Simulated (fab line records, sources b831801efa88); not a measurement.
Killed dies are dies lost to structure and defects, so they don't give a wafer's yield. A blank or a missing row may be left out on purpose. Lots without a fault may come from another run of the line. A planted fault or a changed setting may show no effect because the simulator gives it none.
Which tool did it? | flow gf180mcu | 14 lots, 42 wafers sampled, at 3 steps of a route of 602

WHAT THE GAUGES READ, wafer by wafer
GF_V4_OVL_MEAS_15. Usual: V4_OVL 1 nm, standard deviation 5.7.
lot  | measured     | on         | V4_OVL (nm) | flag
L542 | day 24 10:10 | overlay-01 | -8 -4 -10   |
L545 | day 25 11:38 | overlay-02 | 1 -5 7      |
L547 | day 26 00:53 | overlay-01 | 4 -2 -7     |
L548 | day 26 10:03 | overlay-02 | 0 -1 9      |
L549 | day 26 18:38 | overlay-02 | 9 -2 -5     |
L550 | day 27 05:23 | overlay-02 | -7 2 -7     |
L551 | day 27 06:41 | overlay-02 | 3 1 6       |
L552 | day 27 19:09 | overlay-02 | - - -       | OFF
L554 | day 28 08:51 | overlay-01 | - - -       | OFF
L556 | day 28 23:29 | overlay-01 | 3 1 15      |
L558 | day 29 09:11 | overlay-01 | 1 5 9       |
L560 | day 30 01:54 | overlay-01 | 6 7 10      |
L562 | day 30 10:14 | overlay-02 | -4 1 -8     |
L563 | day 30 15:56 | overlay-01 | 2 9 5       |

WHICH TOOL RAN EACH LOT (tool, then ch and the chambers of the sampled wafers, then the start)
lot  | GF_M4_SPUTTER_01             | GF_V4_PEB_12
L542 | pvd_sputter-04, day 22 10:46 | litho_track-03 ch 0, day 24 09:41
L545 | pvd_sputter-04, day 23 14:40 | litho_track-04 ch 0, day 25 11:10
L547 | pvd_sputter-04, day 24 05:58 | litho_track-04 ch 0, day 26 00:25
L548 | pvd_sputter-03, day 24 14:23 | litho_track-01 ch 0, day 26 09:36
L549 | pvd_sputter-03, day 24 23:38 | litho_track-04 ch 0, day 26 18:10
L550 | pvd_sputter-03, day 25 09:46 | litho_track-03 ch 0, day 27 04:59
L551 | pvd_sputter-02, day 25 11:51 | litho_track-01 ch 0, day 27 06:13
L552 | pvd_sputter-04, day 26 00:34 | litho_track-01, day 27 18:44
L554 | pvd_sputter-03, day 26 13:47 | litho_track-01, day 28 08:24
L556 | pvd_sputter-02, day 27 06:40 | litho_track-03 ch 0, day 28 23:01
L558 | pvd_sputter-02, day 27 16:37 | litho_track-01 ch 0, day 29 08:43
L560 | pvd_sputter-02, day 28 09:28 | litho_track-04 ch 0, day 30 01:28
L562 | pvd_sputter-03, day 28 19:27 | litho_track-03 ch 0, day 30 09:47
L563 | pvd_sputter-03, day 29 01:13 | litho_track-01 ch 0, day 30 15:28
- GF_M4_SPUTTER_01: material TiN, target thk 30 nm, time 25 s.
- GF_V4_PEB_12: peb time 90 s.

WHAT THE TOOLS THEMSELVES READ (means of the sampled wafers that have a number; where no wafer has one, the mark that the record gives instead)
GF_M4_SPUTTER_01. Usual: throttle_valve_pct 30.3 %, standard deviation 1.2.
lot  | tool           | throttle_valve_pct (%) | flag
L542 | pvd_sputter-04 | 31.0                   |
L545 | pvd_sputter-04 | 31.3                   |
L547 | pvd_sputter-04 | 31.8                   |
L548 | pvd_sputter-03 | 30.4                   |
L549 | pvd_sputter-03 | 30.3                   |
L550 | pvd_sputter-03 | 30.1                   |
L551 | pvd_sputter-02 | 31.1                   |
L552 | pvd_sputter-04 | 30.6                   |
L554 | pvd_sputter-03 | 30.4                   |
L556 | pvd_sputter-02 | 31.0                   |
L558 | pvd_sputter-02 | 29.5                   |
L560 | pvd_sputter-02 | 30.9                   |
L562 | pvd_sputter-03 | 30.3                   |
L563 | pvd_sputter-03 | 30.0                   |

GF_V4_PEB_12. Usual: chill_plate_temp_C 23.02 C, standard deviation 0.11; exhaust_pa 45.0 Pa, standard deviation 0.85; resist_line_temp_C 22.99 C, standard deviation 0.099.
lot  | tool           | chill_plate_temp_C (C) | exhaust_pa (Pa) | resist_line_temp_C (C) | flag
L542 | litho_track-03 | 23.15                  | 44.4            | 23.04                  |
L545 | litho_track-04 | 23.06                  | 44.1            | 23.07                  |
L547 | litho_track-04 | 22.90                  | 44.4            | 23.00                  |
L548 | litho_track-01 | 23.01                  | 44.9            | 22.96                  |
L549 | litho_track-04 | 23.10                  | 44.6            | 23.16                  |
L550 | litho_track-03 | 22.98                  | 45.6            | 22.93                  |
L551 | litho_track-01 | 22.86                  | 45.8            | 22.96                  |
L552 | litho_track-01 | -                      | -               | -                      | OFF
L554 | litho_track-01 | -                      | -               | -                      | OFF
L556 | litho_track-03 | 22.93                  | 44.0            | 22.99                  |
L558 | litho_track-01 | 23.11                  | 44.4            | 22.81                  |
L560 | litho_track-04 | 23.12                  | 45.4            | 22.92                  |
L562 | litho_track-03 | 23.00                  | 44.2            | 22.88                  |
L563 | litho_track-01 | 23.05                  | 45.3            | 22.94                  |

THE ANSWER, worked out from the rows above alone
Rule: a lot is off if the mean of its wafers that have a number lies more than 3 standard deviations from the usual mean. A lot without any number at a reading at which 4 lots or more have one is off too. The other lots that the step has rows for count as sound. The gauges are gone through in route order, then the tools' own readings, and for those a lot's mean is taken as printed above. The first step at which some lot is off is used, and at that step the reading that is off furthest; a lot without a number counts as furthest.
Off: L552, L554, at GF_V4_OVL_MEAS_15 (V4_OVL). Without a number there: L552, L554.
A tool fits if, at a process step before that reading, it ran every lot that is off, and no sound lot after the first of them. The gauges at GF_V4_OVL_MEAS_15 aren't tried: what is off there is off at GF_V4_PEB_12 too, on other tools, and a gauge's error can't cause that. None of those tried fits.

WHAT THE SIMULATOR HAD PUT IN
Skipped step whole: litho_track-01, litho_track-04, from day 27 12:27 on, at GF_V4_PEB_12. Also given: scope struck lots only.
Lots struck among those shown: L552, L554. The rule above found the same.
